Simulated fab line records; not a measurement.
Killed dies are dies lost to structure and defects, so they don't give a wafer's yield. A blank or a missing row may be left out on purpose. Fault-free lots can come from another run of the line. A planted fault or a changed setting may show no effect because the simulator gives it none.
fab line records -- flow gf180mcu
record: lots: 5, wafers: 15, last-day: 34
route steps=602 shown LVPWELL@64 MVSD@66 MVPSD@78 VT_IMPLANT@90 PASSIVATION@602
lots that met no fault: taken from a fault-free run of the same line
start-h: the number of hours between the record's first day and the start of the first shown wafer of the lot -- wait-h: hours from the lot's prior step to this one -- " identical to the entry in the row above -- L1.1+2: a single row standing in for several wafers -- - no value present, or no start provided -- * or withheld: withheld -- < > ~ a bound
route shown NAME@n: names a module that has steps shown in the file, with the first one's number in the route -- usual: average and standard deviation across the fault-free wafers -- same: alike in all rows -- chamber/n: place in a boat -- sites: per-site readings -- _std_site: how widely they spread, as a standard deviation -- _edge_site: the outer-site mean with the inner-site mean subtracted -- radius-mm: how far each site lies from the wafer's centre -- mask NAME#n: copy n -- behind: the most recent tool/chamber to have shaped the wafer -- hold: what put the lot on hold/how long, in hours/how the hold closed -- device: the transistor (n, p or np) that didn't switch -- end of line: the same wafers' tests at the end of the route -- step lacking rows: just its recipe -- killed: dies that structure and defects cost at the first sort, which is not the same as the wafer's yield -- map: the dies of a wafer, with x for killed, . for not killed, _ for no die there
set.NAME: the setting that was run; set.NAME@STEP: the one run at that earlier step -- model.NAME: the simulator's own value behind a step, which no gauge read
lots at some steps of the route; a table a step, a row a wafer
services: the hour from which a tool's chamber was out of use, counted from the record's first day as start-h (under 0 if before that day), plus the number of hours and why
== steps ==
step: GF_LVPWELL_STRIP_10
recipe: chemistry: O2/N2, power-w: 1400, pressure-mtorr: 1500, platen-temp-c: 250, o2-flow-sccm: 3000, n2-flow-sccm: 300, overash-fraction: 0.5
usual: drypump-motor-current-A: 5.8/0.44, heater-power-w: 334/31, oes-product-au: 0.722/0.0045, strip-time-to-endpoint-s: 36.96/0.1
lot.wafer,tool,chamber,start-h,wait-h,drypump-motor-current-A,heater-power-w,oes-product-au,rf-hours-counter-h,strip-time-to-endpoint-s
L813.1,plasma-asher-03,1,94.89,0.1,6.1,306,0.722,28,36.87
L813.5,plasma-asher-03,1,94.89,0.1,6.1,295,0.720,-,36.75
L813.6,plasma-asher-03,0,94.89,0.1,6.1,372,0.718,-,36.94
L814.1,plasma-asher-01,1,111.79,0.1,6.2,313,0.724,45,36.70
L814.4,plasma-asher-01,1,111.79,0.1,6.2,308,0.724,-,36.94
L814.6,plasma-asher-01,0,111.79,0.1,5.5,319,0.725,-,36.94
L820.4,plasma-asher-04,0,136.37,0.1,4.9,381,0.725,-,36.98
L820.5,plasma-asher-04,0,136.37,0.1,4.9,391,0.725,-,36.92
L820.6,plasma-asher-04,1,136.37,0.1,5.4,331,0.722,-,36.86
L824.3,plasma-asher-01,1,160.14,0.1,6.2,314,0.723,-,37.01
L824.4,plasma-asher-01,0,160.14,0.1,5.5,319,0.718,-,37.05
L824.6,plasma-asher-01,1,160.14,0.1,6.2,316,0.728,-,37.07
L830.1,plasma-asher-03,0,191.33,0.1,6.1,370,0.730,37,36.97
L830.4,plasma-asher-03,0,191.33,0.1,6.1,362,0.720,-,37.01
L830.5,plasma-asher-03,0,191.33,0.1,6.1,376,0.726,-,37.02
step: GF_LVPWELL_TW_MEAS_11
usual: LVPWELL_TW: 567/3.8
lot.wafer,tool,chamber,start-h,wait-h,LVPWELL_TW
L813.1,film-metro-03,-,94.99,0.1,566
L813.5,film-metro-03,-,94.99,0.1,564
L813.6,film-metro-03,-,94.99,0.1,564
L814.1,film-metro-03,-,111.89,0.1,568
L814.4,film-metro-03,-,111.89,0.1,567
L814.6,film-metro-03,-,111.89,0.1,568
L820.4,film-metro-03,-,136.47,0.1,568
L820.5,film-metro-03,-,136.47,0.1,567
L820.6,film-metro-03,-,136.47,0.1,569
L824.3,film-metro-02,-,160.23,0.1,565
L824.4,film-metro-02,-,160.23,0.1,568
L824.6,film-metro-02,-,160.23,0.1,567
L830.1,film-metro-02,-,191.43,0.1,570
L830.4,film-metro-02,-,191.43,0.1,572
L830.5,film-metro-02,-,191.43,0.1,574
step: GF_MVSD_DEHYDRATE_00
recipe: temp-c: 200, time-s: 60
step: GF_MVSD_HMDS_01
recipe: prime-time-s: 60, prime-temp-c: 120
step: GF_MVSD_COAT_02
recipe: spin-rpm: 2000, resist-thk-nm: 3000
step: GF_MVSD_SOFTBAKE_03
recipe: temp-c: 110, time-s: withheld
step: GF_MVSD_EXPOSE_04
recipe: mask-id: MVSD, target-cd-nm: 1000, na: 0.6, source-shape: conventional, sigma-outer: 0.6, dose-mj: 260
step: GF_MVSD_PEB_05
recipe: temp-c: 115, time-s: withheld
step: GF_MVSD_DEVELOP_06
recipe: wall-angle-deg: 90, develop-time-s: 60, dev-temp-c: 23
step: GF_MVSD_OVL_MEAS_07
usual: MVSD_OVL: 0.9/1.6
lot.wafer,tool,chamber,start-h,wait-h,MVSD_OVL[nm]
L813.1,overlay-02,-,109.00,-,-2.7
L813.5,overlay-02,-,109.00,-,1.3
L813.6,overlay-02,-,109.00,-,-1.9
L814.1,overlay-02,-,126.57,-,1.4
L814.4,overlay-02,-,126.57,-,0.9
L814.6,overlay-02,-,126.57,-,2.5
L820.4,overlay-02,-,151.02,-,2.4
L820.5,overlay-02,-,151.02,-,0.3
L820.6,overlay-02,-,151.02,-,1.1
L824.3,overlay-01,-,176.78,-,1.6
L824.4,overlay-01,-,176.78,-,2.3
L824.6,overlay-01,-,176.78,-,2.0
L830.1,overlay-02,-,209.22,-,1.3
L830.4,overlay-02,-,209.22,-,0.2
L830.5,overlay-02,-,209.22,-,1.3
step: GF_MVSD_IMPLANT_08
recipe: species: P, energy-kev: 400, dose-cm2: 1.6e+13, tilt-deg: 0
step: GF_MVSD_IMPLANT_09
recipe: species: P, energy-kev: 100, dose-cm2: 5e+12, tilt-deg: 0
step: GF_MVSD_STRIP_10
recipe: chemistry: O2/N2, power-w: 1400, pressure-mtorr: 1500, platen-temp-c: 250, o2-flow-sccm: 3000, n2-flow-sccm: 300, overash-fraction: 0.5
usual: drypump-motor-current-A: 5.6/0.49, heater-power-w: 307/34, oes-product-au: 0.722/0.0046, strip-time-to-endpoint-s: 36.98/0.096
lot.wafer,tool,chamber,start-h,wait-h,drypump-motor-current-A,heater-power-w,oes-product-au,rf-hours-counter-h,strip-time-to-endpoint-s,model.coat_of_MVSD_COAT_02.thk-nm
L813.1,plasma-asher-01,1,109.34,0.1,6.2,324,0.725,45,36.84,0
L813.5,plasma-asher-01,0,109.34,0.1,5.5,321,0.725,-,36.91,0
L813.6,plasma-asher-01,1,109.34,0.1,6.2,320,0.720,-,36.93,0
L814.1,plasma-asher-02,0,126.91,0.1,4.9,315,0.721,1,36.93,0
L814.4,plasma-asher-02,1,126.91,0.1,5.7,266,0.727,-,37.05,0
L814.6,plasma-asher-02,0,126.91,0.1,4.9,301,0.723,-,36.95,0
L820.4,plasma-asher-01,1,151.37,0.1,6.2,317,0.963,-,-,350.2
L820.5,plasma-asher-01,1,151.37,0.1,6.2,316,0.968,-,-,349.1
L820.6,plasma-asher-01,0,151.37,0.1,5.5,320,0.960,-,-,351.1
L824.3,plasma-asher-02,0,177.14,0.1,4.9,312,0.715,-,36.83,0
L824.4,plasma-asher-02,1,177.14,0.1,5.7,252,0.720,-,36.93,0
L824.6,plasma-asher-02,0,177.14,0.1,4.9,313,0.737,-,36.83,0
L830.1,plasma-asher-02,1,209.55,0.1,5.7,259,0.719,10,37.09,0
L830.4,plasma-asher-02,1,209.55,0.1,5.7,262,0.725,-,37.00,0
L830.5,plasma-asher-02,0,209.55,0.1,4.8,312,0.722,-,37.06,0
step: GF_MVSD_TW_MEAS_11
usual: MVSD_TW: 1589/10
lot.wafer,tool,chamber,start-h,wait-h,MVSD_TW
L813.1,film-metro-01,-,109.44,0.1,1571
L813.5,film-metro-01,-,109.44,0.1,1578
L813.6,film-metro-01,-,109.44,0.1,1581
L814.1,film-metro-03,-,127.01,0.1,1597
L814.4,film-metro-03,-,127.01,0.1,1600
L814.6,film-metro-03,-,127.01,0.1,1603
L820.4,film-metro-01,-,151.46,0.1,1589
L820.5,film-metro-01,-,151.46,0.1,1573
L820.6,film-metro-01,-,151.46,0.1,1579
L824.3,film-metro-01,-,177.22,0.1,1585
L824.4,film-metro-01,-,177.22,0.1,1575
L824.6,film-metro-01,-,177.22,0.1,1586
L830.1,film-metro-01,-,209.65,0.1,1579
L830.4,film-metro-01,-,209.65,0.1,1581
L830.5,film-metro-01,-,209.65,0.1,1586
step: GF_MVPSD_DEHYDRATE_00
recipe: temp-c: 200, time-s: 60
step: GF_MVPSD_HMDS_01
recipe: prime-time-s: 60, prime-temp-c: 120
step: GF_MVPSD_COAT_02
recipe: spin-rpm: 2000, resist-thk-nm: 3000
step: GF_MVPSD_SOFTBAKE_03
recipe: temp-c: 110, time-s: withheld
step: GF_MVPSD_EXPOSE_04
recipe: mask-id: MVPSD, target-cd-nm: 1000, na: 0.6, source-shape: conventional, sigma-outer: 0.6, dose-mj: 260
step: GF_MVPSD_PEB_05
recipe: temp-c: 115, time-s: withheld
step: GF_MVPSD_DEVELOP_06
recipe: wall-angle-deg: 90, develop-time-s: 60, dev-temp-c: 23
step: GF_MVPSD_OVL_MEAS_07
usual: MVPSD_OVL: -0.7/1.3
lot.wafer,tool,chamber,start-h,wait-h,MVPSD_OVL[nm]
L813.1,overlay-02,-,124.20,-,-2.0
L813.5,overlay-02,-,124.20,-,-2.0
L813.6,overlay-02,-,124.20,-,1.5
L814.1,overlay-02,-,141.65,-,0.2
L814.4,overlay-02,-,141.65,-,-0.6
L814.6,overlay-02,-,141.65,-,0.1
L820.4,overlay-02,-,167.12,-,-0.6
L820.5,overlay-02,-,167.12,-,-1.2
L820.6,overlay-02,-,167.12,-,-0.9
L824.3,overlay-02,-,193.96,-,0.4
L824.4,overlay-02,-,193.96,-,-1.8
L824.6,overlay-02,-,193.96,-,-3.2
L830.1,overlay-02,-,226.75,-,1.3
L830.4,overlay-02,-,226.75,-,-1.3
L830.5,overlay-02,-,226.75,-,0.2
step: GF_MVPSD_IMPLANT_08
recipe: species: B, energy-kev: 170, dose-cm2: 1.5e+13, tilt-deg: 0
step: GF_MVPSD_IMPLANT_09
recipe: species: B, energy-kev: 40, dose-cm2: 5e+12, tilt-deg: 0
step: GF_MVPSD_STRIP_10
recipe: chemistry: O2/N2, power-w: 1400, pressure-mtorr: 1500, platen-temp-c: 250, o2-flow-sccm: 3000, n2-flow-sccm: 300, overash-fraction: 0.5
usual: drypump-motor-current-A: 5.4/0.46, heater-power-w: 317/37, oes-product-au: 0.722/0.0045, strip-time-to-endpoint-s: 36.95/0.079
lot.wafer,tool,chamber,start-h,wait-h,drypump-motor-current-A,heater-power-w,oes-product-au,rf-hours-counter-h,strip-time-to-endpoint-s
L813.1,plasma-asher-02,0,124.53,0.1,4.9,302,0.717,0,37.08
L813.5,plasma-asher-02,1,124.53,0.1,5.7,259,0.716,-,36.97
L813.6,plasma-asher-02,0,124.53,0.1,4.9,319,0.720,-,37.06
L814.1,plasma-asher-02,1,141.98,0.1,5.7,255,0.724,2,36.92
L814.4,plasma-asher-02,1,141.98,0.1,5.7,262,0.719,-,36.97
L814.6,plasma-asher-02,1,141.98,0.1,5.7,263,0.729,-,36.99
L820.4,plasma-asher-01,1,167.47,0.1,6.2,310,0.725,-,42.09
L820.5,plasma-asher-01,1,167.47,0.1,6.2,310,0.725,-,42.17
L820.6,plasma-asher-01,0,167.47,0.1,5.5,315,0.721,-,42.17
L824.3,plasma-asher-02,1,194.32,0.1,5.7,258,0.719,-,37.10
L824.4,plasma-asher-02,0,194.32,0.1,4.9,313,0.724,-,37.00
L824.6,plasma-asher-02,0,194.32,0.1,4.9,308,0.724,-,36.95
L830.1,plasma-asher-04,0,227.09,0.1,4.9,388,0.729,59,36.89
L830.4,plasma-asher-04,1,227.09,0.1,5.4,325,0.727,-,36.90
L830.5,plasma-asher-04,0,227.09,0.1,4.9,387,0.731,-,36.78
step: GF_MVPSD_TW_MEAS_11
usual: MVPSD_TW: 560/3.4
lot.wafer,tool,chamber,start-h,wait-h,MVPSD_TW
L813.1,film-metro-02,-,124.63,0.1,561
L813.5,film-metro-02,-,124.63,0.1,563
L813.6,film-metro-02,-,124.63,0.1,561
L814.1,film-metro-02,-,142.08,0.1,563
L814.4,film-metro-02,-,142.08,0.1,561
L814.6,film-metro-02,-,142.08,0.1,562
L820.4,film-metro-02,-,167.57,0.1,529
L820.5,film-metro-02,-,167.57,0.1,530
L820.6,film-metro-02,-,167.57,0.1,530
L824.3,film-metro-02,-,194.41,0.1,561
L824.4,film-metro-02,-,194.41,0.1,561
L824.6,film-metro-02,-,194.41,0.1,560
L830.1,film-metro-01,-,227.19,0.1,557
L830.4,film-metro-01,-,227.19,0.1,554
L830.5,film-metro-01,-,227.19,0.1,556
step: GF_VT_IMPLANT_DEHYDRATE_00
recipe: temp-c: 200, time-s: 60
step: GF_PASSIVATION_PROBE_99
lot.wafer,tool,chamber,start-h,wait-h,model.etest.ldpmos_10p0.r-on-ohm-um,model.etest.ldpmos_10p0.drive-ua-um,model.etest.ldpmos_10p0.drive-ua-um-range,model.etest.p-drift.open,model.etest.ldpmos_10p0.off-log10-a-um
L813.1,prober-01,-,706.09,0.1,1.12e+04,256.1,4.396,0,-12.06
L813.5,prober-01,-,706.29,0.2,1.106e+04,258.7,3.987,0,-12.03
L813.6,prober-01,-,706.34,0.2,1.108e+04,258.4,4.908,0,-12.08
L814.1,prober-02,-,724.58,0.1,1.093e+04,265.2,5.921,0,-11.99
L814.4,prober-02,-,724.73,0.2,1.096e+04,266.6,4.068,0,-11.63
L814.6,prober-02,-,724.83,0.2,1.099e+04,267.3,2.668,0,-12.07
L820.4,prober-01,-,758.22,0.2,3.212e+04,132.9,2.178,1,-11.17
L820.5,prober-01,-,758.27,0.2,3.323e+04,130.9,1.862,1,-11.59
L820.6,prober-01,-,758.32,0.2,3.384e+04,129.9,1.242,1,-11.53
L824.3,prober-01,-,779.58,0.2,1.123e+04,258.9,6.172,0,-11.81
L824.4,prober-01,-,779.63,0.2,1.126e+04,259.5,4.148,0,-12.07
L824.6,prober-01,-,779.73,0.2,1.131e+04,258.3,4.028,0,-12.13
L830.1,prober-01,-,814.63,0.1,1.112e+04,257.7,2.478,0,-12.16
L830.4,prober-01,-,814.78,0.2,1.114e+04,257.4,4.342,0,-12.02
L830.5,prober-01,-,814.83,0.2,1.118e+04,252.6,4.205,0,-12.01
killed by level:class
L813.1 CONTACT:geometric-particle:open=6 V3:geometric-particle:open=6 V3:geometric-particle:short=5 V2:geometric-particle:open=5 V1:geometric-particle:open=4 STI:geometric-particle:open=2 CONTACT:geometric-particle:short=2 M1:geometric-particle:short=2
L813.5 V4:geometric-particle:open=5 CONTACT:geometric-particle:open=4 V2:geometric-particle:short=4 V2:geometric-particle:open=4 V5:geometric-particle:open=4 V1:geometric-particle:open=3 CONTACT:geometric-particle:short=2 M2:geometric-particle:open=2
L813.6 V2:geometric-particle:open=6 V4:geometric-particle:open=5 CONTACT:geometric-particle:open=4 V1:geometric-particle:open=4 M2:geometric-particle:short=4 V5:geometric-particle:open=3 V3:geometric-particle:open=3 M4:geometric-particle:short=3
L814.1 CONTACT:geometric-particle:open=9 V5:geometric-particle:open=8 V3:geometric-particle:open=6 V1:geometric-particle:open=5 V1:geometric-particle:short=3 V2:geometric-particle:open=3 V2:geometric-particle:short=3 M1:geometric-particle:short=2
L814.4 CONTACT:geometric-particle:open=4 CONTACT:geometric-particle:short=4 M1:geometric-particle:short=4 M3:geometric-particle:short=3 V3:geometric-particle:short=3 V3:geometric-particle:open=3 M4:geometric-particle:short=3 V4:geometric-particle:open=3
L814.6 V5:geometric-particle:open=7 STI:geometric-particle:open=6 V4:geometric-particle:open=6 CONTACT:geometric-particle:open=4 CONTACT:geometric-particle:short=4 V1:geometric-particle:short=4 TOP_METAL:geometric-particle:short=4 STI:geometric-particle:short=3
L824.3 V4:geometric-particle:open=5 CONTACT:geometric-particle:open=4 STI:geometric-particle:open=3 V3:geometric-particle:open=3 M4:geometric-particle:short=3 V5:geometric-particle:open=3 SAB:geometric-particle:open=2 CONTACT:geometric-particle:short=2
L824.4 V4:geometric-particle:open=8 V3:geometric-particle:open=5 M1:geometric-particle:short=4 V1:geometric-particle:short=4 V2:geometric-particle:open=3 M4:geometric-particle:short=2 V1:geometric-particle:open=2 V2:geometric-particle:short=2
L824.6 V1:geometric-particle:open=7 CONTACT:geometric-particle:open=4 V5:geometric-particle:open=4 V3:geometric-particle:open=3 V5:geometric-particle:short=3 CONTACT:geometric-particle:short=2 V2:geometric-particle:open=2 V3:geometric-particle:short=2
L830.1 CONTACT:geometric-particle:open=7 V3:geometric-particle:open=6 V5:geometric-particle:open=6 M5:geometric-particle:short=5 STI:geometric-particle:open=3 M4:geometric-particle:short=3 V1:geometric-particle:short=2 M1:geometric-particle:short=2
L830.4 CONTACT:geometric-particle:open=5 V1:geometric-particle:open=5 V3:geometric-particle:open=4 V4:geometric-particle:open=4 M5:geometric-particle:short=4 STI:geometric-particle:open=3 V2:geometric-particle:open=3 V2:geometric-particle:short=3
L830.5 V5:geometric-particle:open=5 M3:geometric-particle:short=4 M4:geometric-particle:short=4 STI:geometric-particle:short=3 V2:geometric-particle:open=3 V3:geometric-particle:open=3 V4:geometric-particle:open=3 V5:geometric-particle:short=3
== services ==
tool,chamber,start-h,hours,kind
plasma-asher-01,-,86.15,0.7,repair
plasma-asher-02,-,108.75,9.0,pm
plasma-asher-02,0,108.75,9.0,vent-cycle
plasma-asher-02,1,108.75,9.0,vent-cycle
plasma-asher-02,0,117.75,-,clean
plasma-asher-02,1,117.75,-,clean
plasma-asher-04,-,146.70,0.5,repair
plasma-asher-03,-,170.76,2.7,repair
plasma-asher-02,-,212.02,0.8,repair
== key ==
first-sign: step: GF_MVSD_STRIP_10, reading: oes-product-au, direction: up, sigmas: 52, usual: 0.722, struck: 0.964
effect: step: GF_MVPSD_STRIP_10, reading: strip-time-to-endpoint-s, direction: up, sigmas: 66, usual: *, struck: *
effect: step: GF_MVPSD_TW_MEAS_11, reading: MVPSD_TW, direction: down, sigmas: 9, usual: 560, struck: 530
model-effect: step: GF_MVSD_STRIP_10, value: coat_of_MVSD_COAT_02.thk-nm, without: 0, struck: 350.2
model-effect: step: GF_PASSIVATION_PROBE_99, value: etest.ldpmos_10p0.r-on-ohm-um, without: 1.118e+04, struck: 3.307e+04
met-at GF_MVSD_STRIP_10
struck-wafers L820.4,L820.5,L820.6
sort-left-out L820.4,L820.5,L820.6
tester-left-out L820
onset-between 109.34 151.37
fault: kind: strip-aborted, tool: plasma-asher-01, chamber: -, onset-h: 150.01, steps: GF_MVSD_STRIP_10, offset: 0.42663, end-h: 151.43
tester-left-out: of these lots the tester's yield and bins aren't shown, on N5 and GAA mostly nor the transistor test; their killed dies are dies lost to structure and defects alone, not to doping, threshold or leakage, so they don't give the yield
sort-left-out: the simulated sort isn't trusted on such a fault, so these wafers' sort isn't shown, and their yield isn't known
